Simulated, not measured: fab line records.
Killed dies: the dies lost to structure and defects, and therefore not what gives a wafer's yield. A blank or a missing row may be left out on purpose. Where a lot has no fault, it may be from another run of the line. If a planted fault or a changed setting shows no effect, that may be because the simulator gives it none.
fab line records    flow sfq_line
record: lots: 6  wafers: 18  last_day: 85
route steps=325 shown M5@205 A5B@209 R5@212
lots that met no fault: from a run of the same line without faults
start_h: the number of hours between the record's first day and the start of the first shown wafer of the lot    wait_h: hours from the lot's prior step to this one    " as in the row above    L1.1+2: one row covering several wafers at once    - either no value or no given start    * or withheld: withheld    < > ~ a bound
route shown NAME@n: a module of which the file shows steps, and the number in the route of the first    usual: mean/standard deviation taken from wafers without a fault    same: alike in all rows    chamber/n: place in a boat    sites: the reading at each site    _std_site: how widely they spread, as a standard deviation    _edge_site: outer sites' mean less inner sites'    radius_mm: for every site, how far away it sits from the centre of the wafer    mask NAME#n: copy n    behind: tool/chamber where the wafer was last shaped    hold: the reason the lot was held/the length of the hold in hours/how it ended    device: which transistor (n, p or np) failed to switch    end of line: tests of these same wafers at the route's end    where a step has no rows: the recipe by itself    killed: dies that structure and defects cost at the first sort, which is not the same as the wafer's yield    map: per-die view of a wafer (x killed, . not killed, _ where there is no die)
set.NAME: the setting as run; set.NAME@STEP: as run at that earlier step    model.NAME: the simulator's own value behind a step, which no gauge read
lots seen at some steps along the route; tables by step, rows by wafer
services: from which hour (start_h, from the record's first day; less than 0 if before it) a tool's chamber was out of use, for how many hours, and why
== steps ==
step: SFQ_TRILAYER_M5_BARC_OPEN_METAL_ETCH_161
recipe: mask_material: PR  chemistry: O2  target_depth_nm: 125  target: BARC  icp_w: 600  bias_w: 80  pressure_mtorr: 10.34  time_s: 41.7
step: SFQ_TRILAYER_M5_ETCH_METAL_ETCH_126
recipe: target: Nb  stop_on: SiO2  mask_material: PR  over_etch_frac: 0.15  time_s: 203.2  chemistry: Cl2/BCl3  target_depth_nm: 265  icp_w: 600  bias_w: 80  pressure_mtorr: 10
usual: drypump_motor_current_A: 5.7/0.34  oes_product_au: 0.730/0.0056
lot.wafer  tool          chamber  start_h  wait_h  drypump_motor_current_A  oes_product_au  rf_hours_counter_h
L619.1     rie_metal-01  1        1204.84  0.0     6.2                      0.723           43
L619.5     "             0        "        "       5.9                      0.720           -
L619.6     "             1        "        "       6.2                      0.733           -
L625.3     rie_metal-03  0        1385.33  0.1     5.2                      0.722           -
L625.4     "             1        "        "       6.0                      0.724           -
L625.6     "             0        "        "       5.1                      0.728           -
L626.2     rie_metal-01  1        1387.66  0.0     6.2                      0.728           75
L626.5     "             1        "        "       6.2                      0.731           -
L626.6     "             0        "        "       5.9                      0.719           -
L637.3     rie_metal-03  0        1434.65  0.1     5.1                      0.735           -
L637.4     "             1        "        "       6.0                      0.730           -
L637.5     "             0        "        "       5.2                      0.732           -
L638.1     rie_metal-04  1        1443.17  0.1     5.5                      0.734           115
L638.4     "             1        "        "       5.5                      0.735           -
L638.5     "             1        "        "       5.5                      0.733           -
L641.2     rie_metal-04  1        1449.24  0.1     5.5                      0.731           -
L641.3     "             1        "        "       5.5                      0.732           -
L641.4     "             1        "        "       5.5                      0.735           -
step: SFQ_TRILAYER_M5_STRIP_STRIP_127
recipe: gas: O2  power_w: 200  platen_temp_c: 40  overash_fraction: 0.65  chemistry: O2  pressure_mtorr: 50
usual: drypump_motor_current_A: 5.7/0.35  oes_product_au: 0.998/0.0078
lot.wafer  tool          chamber  start_h  wait_h  drypump_motor_current_A  oes_product_au  rf_hours_counter_h
L619.1     rie_metal-01  1        1205.03  0.1     6.1                      0.990           43
L619.5     "             0        "        "       5.9                      0.981           -
L619.6     "             1        "        "       6.1                      0.998           -
L625.3     rie_metal-03  0        1385.66  0.3     5.2                      1.017           -
L625.4     "             1        "        "       6.0                      0.991           -
L625.6     "             0        "        "       5.2                      1.008           -
L626.2     rie_metal-01  1        1387.86  0.1     6.1                      1.003           75
L626.5     "             1        "        "       6.2                      1.003           -
L626.6     "             0        "        "       5.9                      0.994           -
L637.3     rie_metal-03  0        1434.98  0.3     5.1                      1.003           -
L637.4     "             1        "        "       6.0                      1.001           -
L637.5     "             0        "        "       5.1                      0.998           -
L638.1     rie_metal-04  1        1443.56  0.3     5.5                      0.984           115
L638.4     "             1        "        "       5.5                      0.993           -
L638.5     "             1        "        "       5.5                      0.991           -
L641.2     rie_metal-04  1        1449.76  0.5     5.5                      0.989           -
L641.3     "             1        "        "       5.5                      1.005           -
L641.4     "             1        "        "       5.5                      0.992           -
step: SFQ_TRILAYER_M5_STRIP_SOLV_CLEAN_128
recipe: chemistry: NMP  temp_c: 70  time_s: 600
step: SFQ_TRILAYER_A5B_DEP_PECVD_129
recipe: material: SiO2  temp_c: 150  time_s: 133.33  pressure_torr: 2.4  rf_w: 183.3  precursor: SiH4/N2O  target_thk_nm: 600
step: SFQ_TRILAYER_A5B_CMP_CMP_130
recipe: stop_on: Nb  down_force_psi: 3.144  platen_rpm: 60  target_thk_nm: 340.7
usual: motor_current_A: 10.3/0.72
lot.wafer  tool    chamber  start_h  wait_h  motor_current_A
L619.1     cmp-01  3        1218.78  12.9    10.3
L619.6     "       0        "        "       11.7
L619.5     "       1        "        "       10.8
L625.3     cmp-01  2        1386.82  0.5     10.7
L625.4     "       0        1387.82  1.5     11.1
L625.6     "       1        "        "       10.7
L626.2     cmp-01  3        1389.82  1.1     9.9
L626.6     "       2        1391.32  2.6     10.8
L626.5     "       3        "        "       9.8
L637.4     cmp-02  3        1440.56  4.9     11.0
L637.3     "       0        "        "       10.2
L637.5     "       2        1442.06  6.4     8.7
L638.4     cmp-01  1        1449.23  4.2     10.6
L638.1     "       2        "        "       10.5
L638.5     "       3        "        "       10.0
L641.2     cmp-02  0        1460.02  9.0     10.4
L641.3     "       1        "        "       9.4
L641.4     "       3        1461.52  10.5    10.5
step: SFQ_TRILAYER_A5B_METRO_MEASURE_131
usual: thk_nm: 340/6.6
lot.wafer  tool           chamber  start_h  wait_h  thk_nm
L619.1     film_metro-01  -        1220.28  1.0     343
L619.5     "              -        "        "       338
L619.6     "              -        "        "       335
L625.3     film_metro-04  -        1389.72  2.4     338
L625.4     "              -        "        "       330
L625.6     "              -        "        "       339
L626.2     film_metro-02  -        1392.52  2.2     342
L626.5     "              -        "        "       340
L626.6     "              -        "        "       335
L637.3     film_metro-01  -        1442.96  1.4     339
L637.4     "              -        "        "       330
L637.5     "              -        "        "       339
L638.1     film_metro-02  -        1451.23  1.0     334
L638.4     "              -        "        "       340
L638.5     "              -        "        "       341
L641.2     film_metro-04  -        1463.22  2.7     346
L641.3     "              -        "        "       346
L641.4     "              -        "        "       337
step: SFQ_TRILAYER_R5_DEP_SPUTTER_132
recipe: material: Ti  base_pressure_pa: 1.33e-06  target_thk_nm: 5  power_w: 2000  time_s: 5  chamber_pressure_pa: 0.4
step: SFQ_TRILAYER_R5_DEP_SPUTTER_133
recipe: material: MoNx  base_pressure_pa: 1.33e-06  target_thk_nm: 40  power_w: 1000  time_s: 66.7  chamber_pressure_pa: 0.4
step: SFQ_TRILAYER_R5_DEP_SPUTTER_134
recipe: material: Ti  base_pressure_pa: 1.33e-06  target_thk_nm: 5  power_w: 2000  time_s: 5  chamber_pressure_pa: 0.4
step: SFQ_R5_RS_MEAS_933
recipe: thk_meas_gauge: four-point-probe  reads: Ti_of_TRILAYER_R5_DEP_SPUTTER_134+MoNx_of_TRILAYER_R5_DEP_SPUTTER_133+Ti_of_TRILAYER_R5_DEP_SPUTTER_132
usual: R5_MONX_RS: 7.07/0.079
lot.wafer  tool           chamber  start_h  wait_h  R5_MONX_RS[ohm/sq]
L619.1     film_metro-02  -        1221.58  0.0     7.21
L619.5     "              -        "        "       7.07
L619.6     "              -        "        "       7.15
L625.3     film_metro-02  -        1390.65  0.0     7.14
L625.4     "              -        "        "       7.11
L625.6     "              -        "        "       7.12
L626.2     film_metro-03  -        1393.63  0.0     6.99
L626.5     "              -        "        "       7.11
L626.6     "              -        "        "       7.05
L637.3     film_metro-02  -        1443.90  0.0     7.12
L637.4     "              -        "        "       7.14
L637.5     "              -        "        "       7.25
L638.1     film_metro-03  -        1452.52  0.0     7.04
L638.4     "              -        "        "       7.11
L638.5     "              -        "        "       6.94
L641.2     film_metro-01  -        1464.33  0.0     7.11
L641.3     "              -        "        "       7.14
L641.4     "              -        "        "       7.05
step: SFQ_R5_THK_MEAS_934
recipe: thk_meas_gauge: xrf  reads: MoNx_of_TRILAYER_R5_DEP_SPUTTER_133
usual: R5_MONX_THK: 40.2/0.56
lot.wafer  tool           chamber  start_h  wait_h  R5_MONX_THK[nm]
L619.1     film_metro-02  -        1221.70  0.1     40.0
L619.5     "              -        "        "       40.5
L619.6     "              -        "        "       39.9
L625.3     film_metro-02  -        1390.75  0.1     39.6
L625.4     "              -        "        "       39.7
L625.6     "              -        "        "       39.6
L626.2     film_metro-03  -        1393.74  0.1     40.6
L626.5     "              -        "        "       39.8
L626.6     "              -        "        "       40.2
L637.3     film_metro-02  -        1444.00  0.1     39.8
L637.4     "              -        "        "       39.8
L637.5     "              -        "        "       39.1
L638.1     film_metro-03  -        1452.64  0.1     40.1
L638.4     "              -        "        "       39.8
L638.5     "              -        "        "       40.4
L641.2     film_metro-01  -        1464.44  0.1     40.4
L641.3     "              -        "        "       40.0
L641.4     "              -        "        "       40.5
step: SFQ_TRILAYER_R5_LITHO_COAT_141
recipe: resist: BARC  spin_rpm: 3000  resist_thk_nm: 62
lot.wafer  tool            chamber  start_h  wait_h  model.BARC_of_TRILAYER_R5_LITHO_COAT_141.thk_nm
L619.1     litho_track-03  0        1221.76  0.1     62.12
L619.5     "               0        "        "       62.19
L619.6     "               0        "        "       62.03
L625.3     litho_track-03  0        1390.89  0.1     64.15
L625.4     "               0        "        "       64.22
L625.6     "               0        "        "       64.36
L626.2     litho_track-03  0        1393.84  0.1     63.9
L626.5     "               0        "        "       64.02
L626.6     "               0        "        "       63.91
L637.3     litho_track-02  0        1444.14  0.1     61.86
L637.4     "               0        "        "       61.85
L637.5     "               0        "        "       61.9
L638.1     litho_track-02  0        1452.70  0.1     62.03
L638.4     "               0        "        "       62.24
L638.5     "               0        "        "       61.86
L641.2     litho_track-02  0        1464.54  0.1     61.85
L641.3     "               0        "        "       62.07
L641.4     "               0        "        "       62
step: SFQ_TRILAYER_R5_LITHO_COAT_136
recipe: resist: KrF  spin_rpm: 3000  resist_thk_nm: 600
step: SFQ_TRILAYER_R5_LITHO_SOFTBAKE_140
recipe: temp_c: withheld  time_s: withheld  resist: KrF
step: SFQ_TRILAYER_R5_LITHO_EXPOSE_137
recipe: mask_id: R5  na: 0.6  source_shape: conventional  sigma_outer: 0.65  target_cd_nm: 500  dose_mj: 14.4
step: SFQ_TRILAYER_R5_LITHO_PEB_139
recipe: peb_temp_c: 115  peb_time_s: 60  resist: KrF
step: SFQ_TRILAYER_R5_LITHO_DEVELOP_138
recipe: time_s: 60  resist: KrF
step: SFQ_R5_OVL_MEAS_935
usual: R5_OVL: -1/4.6
lot.wafer  tool        chamber  start_h  wait_h  R5_OVL[nm]
L619.1     overlay-02  -        1351.89  0.1     -3
L619.5     "           -        "        "       -7
L619.6     "           -        "        "       -4
L625.3     overlay-01  -        1505.76  0.1     9
L625.4     "           -        "        "       0
L625.6     "           -        "        "       1
L626.2     overlay-02  -        1510.55  0.1     3
L626.5     "           -        "        "       11
L626.6     "           -        "        "       -6
L637.3     overlay-02  -        1553.88  0.1     -7
L637.4     "           -        "        "       -2
L637.5     "           -        "        "       -7
L638.1     overlay-02  -        1558.67  0.1     2
L638.4     "           -        "        "       6
L638.5     "           -        "        "       -2
L641.2     overlay-02  -        1564.68  0.1     2
L641.3     "           -        "        "       -9
L641.4     "           -        "        "       1
step: SFQ_TRILAYER_R5_BARC_OPEN_METAL_ETCH_177
recipe: mask_material: PR  chemistry: O2  target_depth_nm: 125  target: BARC  icp_w: 600  bias_w: 80  pressure_mtorr: 10  time_s: 41.7
usual: drypump_motor_current_A: 5.9/0.45  oes_product_au: 0.685/0.0048
lot.wafer  tool          chamber  start_h  wait_h  drypump_motor_current_A  oes_product_au  rf_hours_counter_h  model.etch.depth_nm
L619.1     rie_metal-02  0        1351.93  0.0     6.7                      0.690           11                  62.12
L619.5     "             1        "        "       5.4                      0.690           -                   62.19
L619.6     "             0        "        "       6.6                      0.678           -                   62.03
L625.3     rie_metal-04  1        1505.80  0.0     5.5                      0.691           -                   64.15
L625.4     "             0        "        "       5.8                      0.694           -                   64.22
L625.6     "             0        "        "       5.8                      0.692           -                   64.36
L626.2     rie_metal-02  1        1510.58  0.0     5.4                      0.689           23                  63.9
L626.5     "             0        "        "       6.7                      0.698           -                   64.02
L626.6     "             1        "        "       5.4                      0.694           -                   63.91
L637.3     rie_metal-02  0        1553.93  0.0     6.7                      0.684           -                   61.86
L637.4     "             1        "        "       5.4                      0.681           -                   61.85
L637.5     "             1        "        "       5.4                      0.682           -                   61.9
L638.1     rie_metal-04  0        1558.71  0.0     5.8                      0.680           15                  62.03
L638.4     "             0        "        "       5.8                      0.683           -                   62.24
L638.5     "             1        "        "       5.5                      0.686           -                   61.86
L641.2     rie_metal-02  0        1564.71  0.0     6.7                      0.694           36                  61.85
L641.3     "             1        "        "       5.4                      0.677           -                   62.07
L641.4     "             0        "        "       6.7                      0.693           -                   62
step: SFQ_TRILAYER_R5_ETCH_METAL_ETCH_139
recipe: stop_on: SiO2  mask_material: PR  chemistry: Cl2  target_depth_nm: 60  icp_w: 600  bias_w: 80  pressure_mtorr: 10  time_s: 40
usual: drypump_motor_current_A: 5.9/0.45  oes_product_au: 0.985/0.006
lot.wafer  tool          chamber  start_h  wait_h  drypump_motor_current_A  oes_product_au  rf_hours_counter_h
L619.1     rie_metal-02  0        1351.99  0.0     6.7                      0.995           11
L619.5     "             1        "        "       5.4                      0.969           -
L619.6     "             0        "        "       6.7                      0.987           -
L625.3     rie_metal-04  1        1505.86  0.0     5.5                      0.982           -
L625.4     "             0        "        "       5.8                      0.978           -
L625.6     "             0        "        "       5.8                      0.977           -
L626.2     rie_metal-02  1        1510.64  0.0     5.4                      0.977           23
L626.5     "             0        "        "       6.7                      0.986           -
L626.6     "             1        "        "       5.4                      0.979           -
L637.3     rie_metal-02  0        1553.99  0.0     6.7                      0.983           -
L637.4     "             1        "        "       5.4                      0.990           -
L637.5     "             1        "        "       5.5                      0.979           -
L638.1     rie_metal-04  0        1558.77  0.0     5.8                      0.984           15
L638.4     "             0        "        "       5.8                      0.985           -
L638.5     "             1        "        "       5.5                      0.988           -
L641.2     rie_metal-02  0        1564.77  0.0     6.7                      0.984           36
L641.3     "             1        "        "       5.5                      0.982           -
L641.4     "             0        "        "       6.7                      0.989           -
== services ==
tool           chamber  start_h  hours  kind
rie_metal-03   -        1186.53  2.8    pm
film_metro-04  -        1195.97  1.4    pm
rie_metal-04   -        1200.38  0.2    repair
film_metro-02  -        1202.65  0.5    pm
cmp-02         -        1238.16  0.3    repair
film_metro-04  -        1244.19  1.0    pm
rie_metal-03   -        1249.23  1.4    pm
cmp-01         -        1258.15  4.0    pm
film_metro-02  -        1270.62  0.5    pm
film_metro-01  -        1271.54  0.4    pm
rie_metal-03   0        1285.36  17.0   repair
rie_metal-03   1        1295.89  2.4    repair
rie_metal-03   -        1315.40  0.2    repair
rie_metal-01   -        1318.85  0.6    repair
cmp-01         -        1333.60  2.0    repair
rie_metal-04   -        1351.83  2.8    pm
rie_metal-02   -        1353.59  0.8    repair
cmp-01         -        1354.46  2.7    repair
cmp-01         -        1357.15  4.2    pm
cmp-01         -        1427.85  8.4    pm
rie_metal-03   -        1461.88  0.3    repair
rie_metal-02   -        1463.49  0.9    repair
cmp-01         -        1482.36  2.6    repair
rie_metal-02   0        1513.99  2.1    repair
== key ==
first_sign none at tools or gauges
model_effect: step: SFQ_TRILAYER_R5_LITHO_COAT_141  value: BARC_of_TRILAYER_R5_LITHO_COAT_141.thk_nm  without: 62.05  struck: 64.09
model_effect: step: SFQ_TRILAYER_R5_BARC_OPEN_METAL_ETCH_177  value: etch.depth_nm  without: 62.05  struck: 64.09
met_at SFQ_TRILAYER_R5_LITHO_COAT_141
struck_wafers L625.3,L625.4,L625.6,L626.2,L626.5,L626.6
onset_between 1221.76 1390.89
fault: kind: process_parameter_drift  tool: litho_track-03  chamber: -  onset_h: 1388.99  steps: SFQ_TRILAYER_R5_LITHO_COAT_141  channel: resist_thk_nm  offset: 2.0392  shape: step  end_h: 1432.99  acts_in: these_recipes_only  stated: 62
